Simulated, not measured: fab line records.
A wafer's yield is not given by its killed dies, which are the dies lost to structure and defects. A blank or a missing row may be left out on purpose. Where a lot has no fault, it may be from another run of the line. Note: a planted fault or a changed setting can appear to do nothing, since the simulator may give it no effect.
Struck lot and sound lot, side by side | flow sky130 | 16 out of 708 route steps
Sound: these wafers, L132.1, L132.4, L132.6. Wafers struck: L141.2, L141.4, L141.6. Last of all comes the cause.
At each step with rows: each side's tool, then ch and its chambers, then its first start. Under that, the readings that differ: sound wafers | struck wafers | difference of the means | sigmas: that difference in standard deviations of wafers without a fault.
alike: readings with means less than 2 such deviations apart, plus words and numbers identical on both sides. not compared: withheld readings, readings lacking a value on some wafer, bounds such as >300 that could conceal the same value, and numbers that have no deviation in the record and whose values overlap.
Wherever a step has rows on one side only, a row that says differs or no value, or a row with sigmas, the two part there. Numbers that have no deviation but don't overlap get no sigmas and don't part them. Lack of a reading on every wafer of one side parts them only where that side has two or more wafers.

SKY_VIA2_BOW_MEAS_03:
  struck on filmMetro-02, day 39 23:44; sound on filmMetro-01, day 37 15:06
  alike: VIA2_BOW
then, 8 steps without rows for these wafers: SKY_VIA2_DEHYDRATE_04 (time 60 s); SKY_VIA2_HMDS_05 (prime time 60 s); SKY_VIA2_COAT_06 (resist thk 60 nm); SKY_VIA2_COAT_07 (resist thk 450 nm); SKY_VIA2_SOFTBAKE_08 (time 90 s); SKY_VIA2_EXPOSE_09 (exposes mask VIM2, target cd 200 nm); SKY_VIA2_PEB_10; SKY_VIA2_DEVELOP_11 (develop time 60 s).
SKY_VIA2_CD_MEAS_12: target cd 200 nm.
  struck on cdSem-02, day 41 00:21; sound on cdSem-02, day 38 16:49
  alike: cdNm
SKY_VIA2_OVL_MEAS_13:
  struck on overlay-01, day 41 00:27; sound on overlay-01, day 38 16:56
  alike: VIA2_OVL
SKY_VIA2_ETCH_14: etches BARC in N2/H2, stops on SiO2, time 45.9 s, target depth 60 nm.
  sound on rieDiel-02 ch 0,1,2, day 38 16:58; struck on rieDiel-01 ch 0,3, day 41 00:29
  alike: biasW, chamberPressureMTorr, drypumpMotorCurrentA, oesProductAu, throttleValvePct
  not compared: rfHoursCounterH
SKY_VIA2_ETCH_15: etches SiO2 in C4F8/O2/Ar, stops on TiN, target depth 546 nm, time 84 s.
  sound on rieDiel-02 ch 0,1,2, day 38 17:01; struck on rieDiel-01 ch 0,3, day 41 00:32
  no value came back on the struck wafers for biasW (W), chamberPressureMTorr (mTorr), oesProductAu (a.u.); on the sound wafers biasW (W) reads 1202 1201 1192
reading                                    | sound             | struck            | difference | sigmas
model.KrF-thick_of_VIA2_COAT_07.thkNm (nm) | 284.1 283.3 285.4 | 392.7 393.3 392.6 | +108.6     | 
  not compared: rfHoursCounterH
SKY_VIA2_STRIP_16: strips in O2/N2.
  sound on plasmaAsher-04 ch 0,1, day 38 17:04; struck on plasmaAsher-02 ch 0,1, day 41 00:35
reading                  | sound             | struck            | difference | sigmas
oesProductAu (a.u.)      | 0.399 0.404 0.403 | 0.443 0.447 0.447 | +0.044     | +10
stripTimeToEndpointS (s) | 4.050 4.065 4.053 | 5.181 5.208 5.197 | +1.139     | +42
  alike: drypumpMotorCurrentA, o2FlowSccm
  not compared: rfHoursCounterH
then, 1 step without rows for these wafers: SKY_VIA2_STRIP_17 (strips in post etch residue remover, time 1200 s).
-- the record jumps here: 8 days lie between the struck wafers' starts before and after (it left off in module VIA2 and takes up again in module PAD_OPEN, whose first step shown is number 708 of the route) --
SKY_PAD_OPEN_PROBE_99:
  struck on prober-02, day 49 12:28; sound on prober-02, day 47 16:55
reading            | sound    | struck                                                            | difference                   | sigmas
hold               | - - -    | awaitDispo/1.4h/scrap awaitDispo/1.4h/scrap awaitDispo/1.4h/scrap | no value on the sound wafers | 
killed_at_M0_to_M3 | 33 50 35 | 449 438 453                                                       | +407                         | +56
killedDies         | 66 90 74 | 492 492 492                                                       | +415                         | +38
killedOnRim        | 9 12 17  | 96 96 96                                                          | +83                          | +22
  alike: killed_at_M4_up, killedAtContacts, killedAtFrontEnd, killedAtOther, killedOpen, killedShort

## WHERE THEY PART
Last at SKY_PAD_OPEN_PROBE_99 as far as this record goes, first at SKY_VIA2_ETCH_15.

WHY: what the simulator had put in
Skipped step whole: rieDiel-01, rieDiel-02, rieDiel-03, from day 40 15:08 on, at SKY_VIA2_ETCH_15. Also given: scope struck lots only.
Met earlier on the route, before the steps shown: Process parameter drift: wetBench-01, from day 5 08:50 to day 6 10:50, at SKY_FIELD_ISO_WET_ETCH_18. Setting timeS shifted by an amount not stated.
